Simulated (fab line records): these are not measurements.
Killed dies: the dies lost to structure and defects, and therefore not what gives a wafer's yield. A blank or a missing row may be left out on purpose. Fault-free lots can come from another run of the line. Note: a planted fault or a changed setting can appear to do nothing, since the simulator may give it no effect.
fab line records	flow sky130
record lots=15	wafers=45	last-day=50
route steps=708 shown FIELD_ISO@14 NWELL@68
lots that met no fault: taken from a fault-free run of the same line
start-h: start of the lot's first displayed wafer, in hours after the record's first day	wait-h: how many hours have passed since the lot's step before this one	" as in the row above	L1.1+2: one row covering several wafers at once	- value missing, or start not given	* or withheld: withheld	< > ~ a bound
route shown NAME@n: a module of which the file shows steps, and the number in the route of the first	usual: average and standard deviation across the fault-free wafers	same: alike in all rows	chamber/n: place in a boat	sites: the reading at each site	_std_site: the standard deviation of these	_edge_site: mean of outer sites minus mean of inner sites	radius-mm: for every site, how far away it sits from the centre of the wafer	mask NAME#n: copy n	behind: the tool/chamber that last shaped the wafer	hold: why the lot went on hold/how many hours it stayed there/how the hold came to an end	device: which transistor (n, p or np) failed to switch	end of line: the same wafers' tests at the end of the route	a step given without rows: its recipe and nothing more	killed: dies lost to structure and defects at the first sort, not the wafer's yield	map: a wafer's dies, marking killed ones x, the rest . and places with no die _
set.NAME: the setting the step ran with; set.NAME@STEP: the setting that earlier step ran with	model.NAME: the simulator's own value behind a step, which no gauge read
route steps across a sampled set of lots; one table per step, one row per wafer
services: from which hour (start-h, from the record's first day; less than 0 if before it) a tool's chamber was out of use, for how many hours, and why
## steps
# step SKY_FIELD_ISO_CD_MEAS_13
# recipe target-cd-nm=150
# usual cd-nm=149.7/1.6
lot.wafer	tool	chamber	start-h	wait-h	cd-nm
L744.2	cd-sem-02	-	30.39	-	150.2
L744.5	"	-	"	"	150.8
L744.6	"	-	"	"	149.3
L745.2	cd-sem-02	-	34.76	-	151.6
L745.4	"	-	"	"	152.4
L745.6	"	-	"	"	151.6
L747.1	cd-sem-02	-	44.80	-	150.7
L747.2	"	-	"	"	150.1
L747.4	"	-	"	"	149.6
L748.1	cd-sem-01	-	51.95	-	149.4
L748.4	"	-	"	"	149.9
L748.6	"	-	"	"	149.8
L749.1	cd-sem-02	-	56.52	-	150.1
L749.2	"	-	"	"	151.6
L749.6	"	-	"	"	151.0
L750.1	cd-sem-02	-	59.14	-	147.3
L750.3	"	-	"	"	150.2
L750.5	"	-	"	"	146.9
L752.1	cd-sem-02	-	69.12	-	146.7
L752.2	"	-	"	"	145.8
L752.5	"	-	"	"	147.4
L754.2	cd-sem-02	-	81.81	-	150.4
L754.4	"	-	"	"	150.5
L754.6	"	-	"	"	151.8
L755.1	cd-sem-01	-	86.67	-	150.3
L755.2	"	-	"	"	148.7
L755.4	"	-	"	"	150.9
L756.1	cd-sem-02	-	92.50	-	151.8
L756.2	"	-	"	"	151.5
L756.4	"	-	"	"	151.2
L757.1	cd-sem-02	-	95.44	-	151.2
L757.4	"	-	"	"	150.9
L757.5	"	-	"	"	152.3
L758.1	cd-sem-01	-	101.55	-	150.6
L758.3	"	-	"	"	151.3
L758.5	"	-	"	"	150.2
L760.4	cd-sem-01	-	111.38	-	147.8
L760.5	"	-	"	"	147.7
L760.6	"	-	"	"	151.2
L766.2	cd-sem-01	-	144.89	-	147.1
L766.5	"	-	"	"	147.4
L766.6	"	-	"	"	147.8
L767.1	cd-sem-02	-	148.74	-	153.1
L767.4	"	-	"	"	152.0
L767.5	"	-	"	"	151.2
# step SKY_FIELD_ISO_ETCH_14
# recipe chemistry=N2/H2	target=BARC	ion-energy-ev=200	source-w=500	bias-w=100	pressure-mtorr=30	n2-flow-sccm=100	h2-flow-sccm=200	stop-on=SiO2	time-s=45.9	target-depth-a=600
# usual chamber-pressure-mTorr=30.001/0.026	drypump-motor-current-A=5.7/0.49	h2-flow-sccm=199.9/0.65	oes-product-au=0.856/0.0046	throttle-valve-pct=13.225/0.0092
lot.wafer	tool	chamber	start-h	wait-h	chamber-pressure-mTorr	drypump-motor-current-A	h2-flow-sccm	oes-product-au	rf-hours-counter-h	throttle-valve-pct
L744.2	rie-diel-04	2	30.49	0.1	29.983	6.2	199.7	0.855	38	13.233
L744.5	"	1	"	"	30.060	4.7	200.2	0.854	-	13.216
L744.6	"	2	"	"	30.028	6.2	200.3	0.851	-	13.236
L745.2	rie-diel-04	0	34.86	0.1	30.009	6.3	199.2	0.851	7	13.225
L745.4	"	2	"	"	29.989	6.2	199.6	0.849	38	13.225
L745.6	"	2	"	"	29.975	6.2	198.7	0.858	-	13.224
L747.1	rie-diel-02	3	44.92	0.1	30.024	5.6	199.1	0.854	4	13.229
L747.2	"	1	"	"	30.005	5.5	200.1	0.858	169	13.227
L747.4	"	0	"	"	30.005	5.5	199.2	0.850	5	13.220
L748.1	rie-diel-04	1	52.07	0.1	30.014	4.7	200.2	0.855	164	13.211
L748.4	"	2	"	"	29.975	6.2	200.2	0.862	-	13.220
L748.6	"	1	"	"	30.032	4.7	200.3	0.851	-	13.232
L749.1	rie-diel-02	1	56.64	0.1	29.971	5.6	199.4	0.848	170	13.225
L749.2	"	3	"	"	29.989	5.6	199.9	0.857	4	13.220
L749.6	"	2	"	"	29.966	6.6	198.6	0.855	-	13.224
L750.1	rie-diel-04	2	59.26	0.1	30.011	6.2	200.2	0.840	38	13.232
L750.3	"	1	"	"	30.042	4.7	199.3	0.853	165	13.237
L750.5	"	2	"	"	29.953	6.2	200.1	0.858	-	13.208
L752.1	rie-diel-04	1	69.24	0.1	30.005	4.8	199.9	0.856	165	13.234
L752.2	"	2	"	"	29.996	6.2	199.5	0.857	39	13.230
L752.5	"	1	"	"	29.988	4.7	199.3	0.852	-	13.227
L754.2	rie-diel-04	1	81.91	0.1	29.988	4.7	199.6	0.850	165	13.236
L754.4	"	2	"	"	29.955	6.2	199.7	0.851	-	13.224
L754.6	"	3	"	"	30.012	5.8	201.1	0.853	-	13.215
L755.1	rie-diel-04	2	86.79	0.1	29.983	6.2	200.4	0.857	39	13.241
L755.2	"	1	"	"	29.995	4.7	200.3	0.855	165	13.223
L755.4	"	3	"	"	29.975	5.8	200.6	0.852	-	13.200
L756.1	rie-diel-03	2	92.62	0.1	30.036	5.7	199.7	0.858	67	13.222
L756.2	"	1	"	"	30.039	5.5	200.2	0.848	101	13.220
L756.4	"	2	"	"	29.963	5.7	198.3	0.856	-	13.216
L757.1	rie-diel-03	1	95.56	0.1	30.031	5.5	200.3	0.853	101	13.232
L757.4	"	3	"	"	29.996	5.8	200.2	0.865	-	13.210
L757.5	"	1	"	"	30.024	5.5	200.0	0.859	-	13.228
L758.1	rie-diel-03	2	101.67	0.1	30.008	5.7	200.8	0.855	67	13.203
L758.3	"	3	"	"	30.005	5.8	199.9	0.859	0	13.217
L758.5	"	2	"	"	29.999	5.7	200.4	0.856	-	13.210
L760.4	rie-diel-03	1	111.46	0.1	30.020	5.5	200.2	0.857	-	13.228
L760.5	"	2	"	"	29.964	5.7	199.3	0.854	-	13.229
L760.6	"	3	"	"	29.998	5.8	200.2	0.859	-	13.218
L766.2	rie-diel-04	2	144.99	0.1	29.958	6.2	199.3	0.864	40	13.236
L766.5	"	3	"	"	30.022	5.8	200.2	0.855	-	13.217
L766.6	"	0	"	"	29.976	6.3	199.4	0.860	-	13.219
L767.1	rie-diel-04	0	148.86	0.1	29.993	6.3	199.2	0.860	8	13.230
L767.4	"	2	"	"	30.028	6.2	200.3	0.860	41	13.232
L767.5	"	0	"	"	29.994	6.4	199.1	0.854	-	13.240
# step SKY_FIELD_ISO_OXIDATION_22
# recipe temp-c=950	ambient=O2	stabilise-s=600	purge-s=300	target-thk-a=100	ox-time-s=623
# usual ox-temp-c=950.1/0.43	ox-temp-c-max=954.6/0.99	spike-tc-bottom-C=969/3.6	spike-tc-top-C=957.7/0.96
lot.wafer	tool	chamber	start-h	wait-h	ox-temp-c	ox-temp-c-max	spike-tc-bottom-C	spike-tc-top-C
L744.2	furnace-01	0	31.20	0.0	950.5	955.1	974	955.6
L744.5	"	0	"	"	950.2	955.6	972	957.1
L744.6	"	0	"	"	950.3	956.7	972	957.5
L745.2	furnace-02	0	36.37	1.0	950.3	954.6	966	958.5
L745.4	"	0	"	"	949.3	952.8	966	957.6
L745.6	"	0	"	"	950.3	954.2	964	957.5
L747.1	furnace-02	0	45.51	0.0	949.9	952.5	966	956.8
L747.2	"	0	"	"	950.3	953.6	965	957.3
L747.4	"	0	"	"	949.8	954.1	965	960.1
L748.1	furnace-02	0	56.71	4.1	950.1	954.6	966	956.4
L748.4	"	0	"	"	950.2	954.7	965	958.4
L748.6	"	0	"	"	950.2	954.6	965	957.8
L749.1	furnace-01	0	59.72	2.5	950.6	955.8	974	955.9
L749.2	"	0	"	"	949.3	955.2	973	957.8
L749.6	"	0	"	"	949.3	953.9	973	956.9
L750.1	furnace-02	0	62.30	2.5	949.4	954.5	966	956.7
L750.3	"	0	"	"	950.5	953.8	966	957.6
L750.5	"	0	"	"	950.0	953.8	967	958.1
L752.1	furnace-01	0	70.88	1.1	949.1	954.2	972	955.6
L752.2	"	0	"	"	950.4	955.6	972	957.9
L752.5	"	0	"	"	950.3	954.9	972	956.6
L754.2	furnace-02	0	82.45	0.0	949.2	953.4	965	957.7
L754.4	"	0	"	"	949.6	952.8	965	958.9
L754.6	"	0	"	"	950.2	953.4	965	957.8
L755.1	furnace-01	0	87.95	0.6	949.9	955.3	973	956.0
L755.2	"	0	"	"	950.0	955.5	972	960.5
L755.4	"	0	"	"	949.5	954.0	969	956.9
L756.1	furnace-01	-	94.00	0.8	-	-	-	-
L756.2	"	-	"	"	-	-	-	-
L756.4	"	-	"	"	-	-	-	-
L757.1	furnace-02	-	98.13	2.0	-	-	-	-
L757.4	"	-	"	"	-	-	-	-
L757.5	"	-	"	"	-	-	-	-
L758.1	furnace-02	-	102.23	0.0	-	-	-	-
L758.3	"	-	"	"	-	-	-	-
L758.5	"	-	"	"	-	-	-	-
L760.4	furnace-01	0	112.62	0.6	949.9	954.9	974	958.2
L760.5	"	0	"	"	950.3	955.3	974	956.9
L760.6	"	0	"	"	950.3	955.0	972	958.2
L766.2	furnace-01	0	150.64	5.1	949.5	953.5	974	956.9
L766.5	"	0	"	"	950.6	954.7	973	957.7
L766.6	"	0	"	"	950.0	956.3	974	956.5
L767.1	furnace-01	0	150.64	1.1	949.8	954.9	972	956.1
L767.4	"	0	"	"	950.2	955.0	973	956.5
L767.5	"	0	"	"	949.7	955.2	971	956.9
# step SKY_NWELL_TW_MEAS_15
# usual NWELL_TW=1827/20
lot.wafer	tool	chamber	start-h	wait-h	NWELL_TW
L744.2	film-metro-01	-	85.30	0.1	1848
L744.5	"	-	"	"	1858
L744.6	"	-	"	"	1847
L745.2	film-metro-02	-	91.41	0.1	1793
L745.4	"	-	"	"	1800
L745.6	"	-	"	"	1794
L747.1	film-metro-03	-	102.01	0.1	1832
L747.2	"	-	"	"	1840
L747.4	"	-	"	"	1829
L748.1	film-metro-02	-	119.71	0.1	1821
L748.4	"	-	"	"	1803
L748.6	"	-	"	"	1812
L749.1	film-metro-02	-	121.70	0.1	1795
L749.2	"	-	"	"	1801
L749.6	"	-	"	"	1795
L750.1	film-metro-03	-	122.81	0.1	1826
L750.3	"	-	"	"	1831
L750.5	"	-	"	"	1838
L752.1	film-metro-01	-	132.59	0.1	1858
L752.2	"	-	"	"	1855
L752.5	"	-	"	"	1857
L754.2	film-metro-01	-	143.42	0.1	1850
L754.4	"	-	"	"	1854
L754.6	"	-	"	"	1855
L755.1	film-metro-01	-	150.14	0.1	1857
L755.2	"	-	"	"	1848
L755.4	"	-	"	"	1851
L760.4	film-metro-01	-	177.27	0.1	1849
L760.5	"	-	"	"	1848
L760.6	"	-	"	"	1857
L766.2	film-metro-03	-	220.72	0.1	1817
L766.5	"	-	"	"	1816
L766.6	"	-	"	"	1819
L767.1	film-metro-02	-	220.85	0.1	1801
L767.4	"	-	"	"	1810
L767.5	"	-	"	"	1808
## services
tool	chamber	start-h	hours	kind
rie-diel-03	3	8.83	16.4	repair
rie-diel-04	0	35.93	63.6	repair
rie-diel-03	-	36.94	28.1	pm
furnace-02	-	46.96	5.5	pm
furnace-01	-	52.53	4.4	pm
rie-diel-03	3	65.04	-	clean
rie-diel-03	3	65.04	30.1	scheduled-down
rie-diel-03	3	65.04	30.1	vent-cycle
rie-diel-02	2	70.23	3.3	repair
rie-diel-03	0	75.32	38.4	repair
furnace-01	-	75.46	3.7	pm
rie-diel-02	1	81.30	-	clean
rie-diel-02	1	81.30	15.7	scheduled-down
rie-diel-02	1	81.30	15.7	vent-cycle
furnace-01	-	90.82	1.9	pm
rie-diel-04	1	99.49	-	clean
rie-diel-04	1	99.49	17.7	scheduled-down
rie-diel-04	1	99.49	17.7	vent-cycle
furnace-02	-	109.49	2.7	pm
rie-diel-02	0	122.34	4.5	repair
rie-diel-04	1	122.57	16.3	repair
rie-diel-04	-	150.24	2.6	repair
## key
first-sign step=SKY_FIELD_ISO_OXIDATION_22	reading=tool-record	direction=missing
effect none on later readings
met-at SKY_FIELD_ISO_OXIDATION_22
struck-lots L756,L757,L758
later-rows-left-out L756.1,L756.2,L756.4,L757.1,L757.4,L757.5,L758.1,L758.3,L758.5
sort-left-out L756.1,L756.2,L756.4,L757.1,L757.4,L757.5,L758.1,L758.3,L758.5
tester-left-out L756,L757,L758
not-acting-at SKY_FIELD_ISO_CD_MEAS_13,SKY_FIELD_ISO_ETCH_14,SKY_NWELL_TW_MEAS_15
onset-between 87.95 94.00
fault kind=skipped-step-whole	tool=furnace-01,furnace-02	chamber=-	onset-h=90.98	steps=SKY_FIELD_ISO_OXIDATION_22	scope=struck-lots-only
# tester-left-out: of these lots the tester's yield and bins aren't shown, on N5 and GAA mostly nor the transistor test; their killed dies are dies lost to structure and defects alone, not to doping, threshold or leakage, so they don't give the yield
# sort-left-out: the simulated sort isn't trusted on such a fault, so these wafers' sort isn't shown, and their yield isn't known
# later-rows-left-out: the simulator's readings of these wafers behind a module that went badly wrong aren't trusted and aren't shown, but for the sort
